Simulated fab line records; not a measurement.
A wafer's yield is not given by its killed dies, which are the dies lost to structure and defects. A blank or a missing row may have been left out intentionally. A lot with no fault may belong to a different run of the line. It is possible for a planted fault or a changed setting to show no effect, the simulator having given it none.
Which tool did it? | flow sky130 | 13 lots with 39 wafers sampled at 4 steps, on a route of 708 steps

## WHAT THE GAUGES READ, wafer by wafer
SKY_NWELL_RS_MEAS_31: measures by four-point-probe. Usual: PWDE_RS typically reads 5269 ohm/sq, with standard deviation 18.
lot  | measured     | on            | PWDE_RS (ohm/sq) | flag
L472 | day 5 06:07  | film_metro-04 | 5238 5248 5256   |
L474 | day 5 22:09  | film_metro-03 | 5241 5234 5240   |
L475 | day 6 03:40  | film_metro-04 | 5251 5264 5251   |
L476 | day 6 08:16  | film_metro-04 | 5283 5282 5300   |
L478 | day 6 19:58  | film_metro-01 | 5258 5264 5261   |
L479 | day 7 00:10  | film_metro-04 | 5276 5295 5277   |
L480 | day 7 05:07  | film_metro-03 | 5288 5252 5263   |
L481 | day 7 14:40  | film_metro-01 | 5271 5282 5273   |
L489 | day 9 17:20  | film_metro-03 | 5324 5281 5307   |
L490 | day 9 23:19  | film_metro-04 | 5246 5263 5256   |
L491 | day 10 02:56 | film_metro-01 | 5283 5279 5278   |
L492 | day 10 08:34 | film_metro-04 | 5246 5256 5261   |
L494 | day 11 18:25 | film_metro-01 | 5264 5254 5253   |

SKY_SONOS_TUNNEL_CD_MEAS_07: the cd target is 410 nm. Usual: cd_nm at 410.1 nm, with a standard deviation of 2.6.
lot  | measured     | on        | cd_nm (nm)        | flag
L472 | day 11 03:08 | cd_sem-02 | 410.2 406.1 407.3 |
L474 | day 11 23:25 | cd_sem-01 | 408.7 409.9 407.9 |
L475 | day 12 07:08 | cd_sem-02 | 409.9 412.4 411.6 |
L476 | day 12 13:46 | cd_sem-01 | 410.0 406.9 408.9 |
L478 | day 13 07:34 | cd_sem-02 | 400.8 404.8 402.2 |
L479 | day 13 11:52 | cd_sem-01 | 411.2 412.6 411.7 |
L480 | day 13 20:43 | cd_sem-01 | 409.7 407.9 408.8 |
L481 | day 14 05:59 | cd_sem-01 | 410.7 411.7 410.0 |
L489 | day 17 02:32 | cd_sem-01 | 447.1 446.6 446.9 | OFF
L490 | day 17 12:08 | cd_sem-01 | 442.8 443.8 443.1 | OFF
L491 | day 17 15:14 | cd_sem-01 | 409.6 407.7 409.0 |
L492 | day 18 01:31 | cd_sem-01 | 412.1 409.7 409.3 |
L494 | day 19 21:31 | cd_sem-02 | 409.4 409.4 410.7 |

SKY_POLY_GATE_THK_MEAS_04. Usual: POLY_GATE_CVD_03_THK typically reads 74.8 nm, with standard deviation 0.77.
lot  | measured     | on            | POLY_GATE_CVD_03_THK (nm) | flag
L472 | day 14 19:19 | film_metro-02 | 75.1 74.9 75.5            |
L474 | day 15 18:03 | film_metro-02 | 75.3 74.6 74.1            |
L475 | day 16 05:23 | film_metro-04 | 75.5 76.2 76.3            |
L476 | day 16 16:40 | film_metro-02 | 75.2 75.5 75.3            |
L478 | day 17 16:15 | film_metro-04 | 75.6 75.6 75.2            |
L479 | day 17 17:38 | film_metro-01 | 75.5 75.8 75.6            |
L480 | day 18 01:33 | film_metro-04 | 74.7 74.7 74.6            |
L481 | day 18 09:26 | film_metro-01 | 73.7 73.9 73.7            |
L489 | day 21 15:10 | film_metro-02 | 75.4 75.0 75.5            |
L490 | day 21 23:52 | film_metro-04 | 75.4 74.9 75.1            |
L491 | day 22 01:46 | film_metro-02 | 74.7 74.2 73.6            |
L492 | day 22 12:05 | film_metro-02 | 76.2 75.8 76.2            |
L494 | day 25 11:10 | film_metro-01 | 74.6 74.9 75.2            |

## WHAT TOOL EACH LOT RAN ON (gives the tool, then ch and the chambers of the sampled wafers, and finally the start)
lot  | SKY_SONOS_TUNNEL_COAT_02
L472 | litho_track-04 ch 0, day 10 15:47
L474 | litho_track-04 ch 0, day 11 11:19
L475 | litho_track-02 ch 0, day 11 19:35
L476 | litho_track-01 ch 0, day 12 01:14
L478 | litho_track-01 ch 0, day 12 19:05
L479 | litho_track-04 ch 0, day 12 23:01
L480 | litho_track-04 ch 0, day 13 07:55
L481 | litho_track-02 ch 0, day 13 17:22
L489 | litho_track-04 ch 0, day 16 12:14
L490 | litho_track-04 ch 0, day 16 21:14
L491 | litho_track-02 ch 0, day 17 00:23
L492 | litho_track-02 ch 0, day 17 10:16
L494 | litho_track-02 ch 0, day 19 05:43
- SKY_SONOS_TUNNEL_COAT_02: resist thk 1140 nm.

## AS READ BY THE TOOLS THEMSELVES (means over the sampled wafers that have a number; for cases with no such wafer, the mark the record gives instead)
The record holds no such reading with a usual standard deviation.

## THE ANSWER, worked out from the rows above alone
Rule: a lot counts as off when the mean over its wafers that have a number is more than 3 standard deviations away from the usual mean. Also off: a lot with no number at a reading for which 4 or more lots have one. Any other lot the step has rows for is counted as sound. The gauges are gone through in route order, then the tools' own readings, and for those a lot's mean is taken as printed above. The first step at which some lot is off is used, and at that step the reading that is off furthest; a lot without a number counts as furthest.
Off: L489, L490, at SKY_SONOS_TUNNEL_CD_MEAS_07 (cd_nm).
A tool fits if, at a process step before that reading, it ran every lot that is off, and no sound lot after the first of them. The gauges at SKY_SONOS_TUNNEL_CD_MEAS_07 are tried like those tools. One fits: SKY_SONOS_TUNNEL_COAT_02 on litho_track-04. A fault onset in the window from L480 (day 13 07:55, its last sound lot) to L489 (day 16 12:14, its first lot off) fits.

## WHAT HAD BEEN PUT IN BY THE SIMULATOR
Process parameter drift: litho_track-04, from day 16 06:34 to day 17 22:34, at SKY_SONOS_TUNNEL_COAT_02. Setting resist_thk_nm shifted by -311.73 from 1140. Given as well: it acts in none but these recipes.
Struck lots among those shown: L489, L490. The rule given above showed the same thing.
